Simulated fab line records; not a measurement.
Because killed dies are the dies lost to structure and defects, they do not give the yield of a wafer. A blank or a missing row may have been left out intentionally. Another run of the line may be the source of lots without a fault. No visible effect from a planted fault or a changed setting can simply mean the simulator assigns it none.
Split-lot study :: flow gf180mcu :: on a route of 602 steps: 5 lots, 23 wafers read

## ABOUT THE SPLIT
At GF_TOP_METAL_SPUTTER_02 (material AlCu, target thk 900 nm, time 47.82 s), the setting timeS was moved away from the recipe's 47.82 s on 11 of the 23 wafers read, by -7.3% to -5.2%. This setting was run at the recipe's value on the other wafers.

## FROM THE SPLIT TO THE READING: what the file shows between them, 7 steps
- GF_TOP_METAL_SPUTTER_03: material Ti, target thk 5 nm, time 3.3 s
- GF_TOP_METAL_SPUTTER_04: material TiN, target thk 25 nm, time 20.8 s
- GF_TOP_METAL_RS_MEAS_05: measures by four-point-probe
- GF_TOP_METAL_THK_MEAS_06: measures by xrf
- GF_TOP_METAL_EXPOSE_11: exposes mask MetalTop, target cd 440 nm (also split here: doseMj)
- GF_TOP_METAL_PEB_12
- GF_TOP_METAL_DEVELOP_13: develop time 60 s

## THE READING
oesProductAu, in a.u., at GF_TOP_METAL_METAL_ETCH_16 (etches the open film in Cl2/BCl3, stops on SiO2, target depth 1077.5 nm, time 179.6 s). Typical for fault-free wafers on this fab line: 0.968 a.u., with standard deviation 0.0062 a.u.

wafer: L079.1
tool, chamber at the split: pvdSputter-04, -
timeS as run, s: 47.82
against the recipe: recipe
oesProductAu, a.u.: 0.957
against lot-mates on the recipe: -

wafer: L079.2
tool, chamber at the split: pvdSputter-04, -
timeS as run, s: 44.44
against the recipe: -7.1%
oesProductAu, a.u.: 0.924
against lot-mates on the recipe: -0.035

wafer: L079.4
tool, chamber at the split: pvdSputter-04, -
timeS as run, s: 47.82
against the recipe: recipe
oesProductAu, a.u.: 0.961
against lot-mates on the recipe: -

wafer: L079.5
tool, chamber at the split: pvdSputter-04, -
timeS as run, s: 44.44
against the recipe: -7.1%
oesProductAu, a.u.: 0.924
against lot-mates on the recipe: -0.035

wafer: L079.6
tool, chamber at the split: pvdSputter-04, -
timeS as run, s: 44.44
against the recipe: -7.1%
oesProductAu, a.u.: 0.919
against lot-mates on the recipe: -0.040

wafer: L082.2
tool, chamber at the split: pvdSputter-04, -
timeS as run, s: 44.31
against the recipe: -7.3%
oesProductAu, a.u.: 0.930
against lot-mates on the recipe: -0.038

wafer: L082.3
tool, chamber at the split: pvdSputter-04, -
timeS as run, s: 44.31
against the recipe: -7.3%
oesProductAu, a.u.: 0.916
against lot-mates on the recipe: -0.052

wafer: L082.4
tool, chamber at the split: pvdSputter-04, -
timeS as run, s: 47.82
against the recipe: recipe
oesProductAu, a.u.: 0.973
against lot-mates on the recipe: -

wafer: L082.5
tool, chamber at the split: pvdSputter-04, -
timeS as run, s: 44.31
against the recipe: -7.3%
oesProductAu, a.u.: 0.929
against lot-mates on the recipe: -0.039

wafer: L082.6
tool, chamber at the split: pvdSputter-04, -
timeS as run, s: 47.82
against the recipe: recipe
oesProductAu, a.u.: 0.964
against lot-mates on the recipe: -

wafer: L083.2
tool, chamber at the split: pvdSputter-02, -
timeS as run, s: 47.82
against the recipe: recipe
oesProductAu, a.u.: 0.960
against lot-mates on the recipe: -

wafer: L083.4
tool, chamber at the split: pvdSputter-02, -
timeS as run, s: 47.82
against the recipe: recipe
oesProductAu, a.u.: 0.966
against lot-mates on the recipe: -

wafer: L083.5
tool, chamber at the split: pvdSputter-02, -
timeS as run, s: 47.82
against the recipe: recipe
oesProductAu, a.u.: 0.969
against lot-mates on the recipe: -

wafer: L084.1
tool, chamber at the split: pvdSputter-01, -
timeS as run, s: 44.66
against the recipe: -6.6%
oesProductAu, a.u.: 0.933
against lot-mates on the recipe: -0.036

wafer: L084.2
tool, chamber at the split: pvdSputter-01, -
timeS as run, s: 44.66
against the recipe: -6.6%
oesProductAu, a.u.: 0.931
against lot-mates on the recipe: -0.038

wafer: L084.3
tool, chamber at the split: pvdSputter-01, -
timeS as run, s: 44.66
against the recipe: -6.6%
oesProductAu, a.u.: 0.928
against lot-mates on the recipe: -0.041

wafer: L084.5
tool, chamber at the split: pvdSputter-01, -
timeS as run, s: 47.82
against the recipe: recipe
oesProductAu, a.u.: 0.974
against lot-mates on the recipe: -

wafer: L084.6
tool, chamber at the split: pvdSputter-01, -
timeS as run, s: 47.82
against the recipe: recipe
oesProductAu, a.u.: 0.965
against lot-mates on the recipe: -

wafer: L085.1
tool, chamber at the split: pvdSputter-04, -
timeS as run, s: 45.34
against the recipe: -5.2%
oesProductAu, a.u.: 0.940
against lot-mates on the recipe: -0.032

wafer: L085.2
tool, chamber at the split: pvdSputter-04, -
timeS as run, s: 47.82
against the recipe: recipe
oesProductAu, a.u.: 0.973
against lot-mates on the recipe: -

wafer: L085.3
tool, chamber at the split: pvdSputter-04, -
timeS as run, s: 47.82
against the recipe: recipe
oesProductAu, a.u.: 0.974
against lot-mates on the recipe: -

wafer: L085.4
tool, chamber at the split: pvdSputter-04, -
timeS as run, s: 47.82
against the recipe: recipe
oesProductAu, a.u.: 0.968
against lot-mates on the recipe: -

wafer: L085.6
tool, chamber at the split: pvdSputter-04, -
timeS as run, s: 45.34
against the recipe: -5.2%
oesProductAu, a.u.: 0.939
against lot-mates on the recipe: -0.033

FIT RESULTS
A straight line over all 23 wafers: oesProductAu changes by +0.00582 a.u. for each +1% of timeS; r = +0.97; the points scatter about the line by 0.0053 a.u.
The same after taking each lot's own level away (the mean of its wafers on the recipe; 23 wafers): +0.0057 a.u. for each +1%; r = +0.98; scatter 0.0042 a.u.
That fit puts the effect of the largest move of timeS on the reading at 0.042 a.u.
Across the lots, their own levels run from 0.9590 to 0.9717 a.u., a range of 2.0 times the standard deviation given above.
Hence the lot-to-lot level has little effect on the slope; both slopes agree.
Check: with one of the wafers moved furthest among these (-7.3%) left out of the fit, the line predicts -0.0424 a.u. for it against its lot-mates. Against them it came out at -0.0385 a.u.

## THE OTHER SPLITS THESE WAFERS WENT THROUGH
Before the reading, these wafers also passed through other splits. Each is held against what the fit with the lots' levels taken away leaves over:
other split on the same wafers: GF_TOP_METAL_EXPOSE_11 doseMj
wafers away from the commonest value: 9
r with oesProductAu (lot level and that fit taken away): +0.05

## THE WHOLE CHAIN: every reading that the file lists as answering this split, in the file's order
step: GF_TOP_METAL_SPUTTER_02
what it does: material AlCu, target thk 900 nm, time 47.82 s
reading: AlCu_of_TOP_METAL_SPUTTER_02.thkNm (the simulator's own value, which no gauge read)
change (the file's fit): +9.3 nm for each +1% of the setting
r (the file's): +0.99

step: GF_TOP_METAL_RS_MEAS_05
what it does: measures by four-point-probe
reading: TOP_METAL_ALCU_RS
change (the file's fit): -0.000362 for each +1% of the setting
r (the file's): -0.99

step: GF_TOP_METAL_THK_MEAS_06
what it does: measures by xrf
reading: TOP_METAL_ALCU_THK
change (the file's fit): +9.09 for each +1% of the setting
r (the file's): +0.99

step: GF_TOP_METAL_METAL_ETCH_16
what it does: etches the open film in Cl2/BCl3, stops on SiO2, target depth 1077.5 nm, time 179.6 s
reading: oesProductAu
change (the file's fit): +0.00579 a.u. for each +1% of the setting
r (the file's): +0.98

## FILE'S OWN FIT
oesProductAu changes by +0.00579 a.u. for each +1% of timeS, r = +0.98.
